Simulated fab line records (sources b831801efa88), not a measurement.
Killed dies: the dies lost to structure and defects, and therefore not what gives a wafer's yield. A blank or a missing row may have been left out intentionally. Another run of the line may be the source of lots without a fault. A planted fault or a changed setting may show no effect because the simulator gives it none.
Problem report, 8D (eight disciplines) form, completed by code + flow gf180mcu + the parts of the form that need people (team, actions taken, sign-off) are left out

## 1. PROBLEM STATEMENT
cd_nm at GF_V2_CD_MEAS_14 reads a mean of 254.0 nm on 6 wafers of 2 lots; wafers without a fault read 259.8 nm with a standard deviation of 1.2. That is -4.8 standard deviations from the usual mean.
The step: target cd 260 nm.
First seen on wafer L144.3, day 25 23:10, on cd_sem-02. Wafers with a number at this step in the record: 36, from 12 lots. By rule, "out" or "out of limits" means more than 4 standard deviations away from the usual mean. The rest of the wafers with a number are treated as sound.

## 2. WHAT IT IS AND WHAT IT IS NOT
| question                    | is                     | is not                                                                                 |
|-----------------------------|------------------------|----------------------------------------------------------------------------------------|
| which readings at this step | cd_nm                  | -                                                                                      |
| which lots                  | L144, L145             | L128, L130, L131, L132, L133, L140, L147, L148, L149, L150                             |
| which wafers of those lots  | all that have a number | -                                                                                      |
| read on which gauges        | cd_sem-02              | cd_sem-01                                                                              |
| when                        | from day 25 23:10      | up to then (18 sound wafers); but 12 sound wafers of L147, L148, L149, L150 came after |

## 3. SUSPECTS, AND WHAT RULES EACH OUT
Counting: a tool at any process step up to the reading remains a suspect when it ran all the lots that are out and ran no sound lot after the first of those.
- the gauge at GF_V2_CD_MEAS_14: ruled out. All the wafers that are out were read on cd_sem-02, but those of them that GF_V2_PEB_12 has rows for are out there too, on other tools.
- litho_track-01 at GF_V2_PEB_12 (peb time 90 s): kept. All lots that are out passed through it, beginning with L144 at day 25 22:50, and no sound lot followed; its final sound lot before that point was L132 at day 21 23:49. On those wafers its own readings are out: heater_power_total_W.
After counting, what remains is litho_track-01 at GF_V2_PEB_12.

## 4. THE CAUSE (what the simulator had put in)
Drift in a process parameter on litho_track-01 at GF_V2_PEB_12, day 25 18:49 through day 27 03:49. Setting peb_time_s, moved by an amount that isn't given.
Counting left only this tool.

## 5. THE EFFECT CHAIN, in route order
Each row: a reading whose mean over the struck wafers that have a number lies more than 3 standard deviations from the usual. Scope: only readings with a usual standard deviation given in the record; hours: median across lots of the time from each lot's start at the first step in this table that gives one to its start at this step; sigmas: change in usual standard deviations.
| hours | step             | reading              | usual    | on struck wafers | change | sigmas |
|-------|------------------|----------------------|----------|------------------|--------|--------|
| 0     | GF_V2_PEB_12     | heater_power_total_W | 85.70 W  | 92.13            | +6.43  | +79    |
| 0     | GF_V2_CD_MEAS_14 | cd_nm                | 259.8 nm | 254.0            | -5.8   | -4.8   |
Its process steps:
- GF_V2_PEB_12: peb time 90 s.

## 6. WHAT WOULD HAVE CAUGHT IT SOONER
In this record the first reading out of limits at a measuring or inspecting step was taken at day 25 23:10, 4 hours after the fault began at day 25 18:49.
Tool's own readings at GF_V2_PEB_12, heater_power_total_W: out on all struck wafers the step has rows for; an alarm limit on them would have tripped on the first.
Lots out: 2; of these, L145 started GF_V2_PEB_12 on litho_track-01 after day 25 23:10. Holding the tool at that time would have saved it.
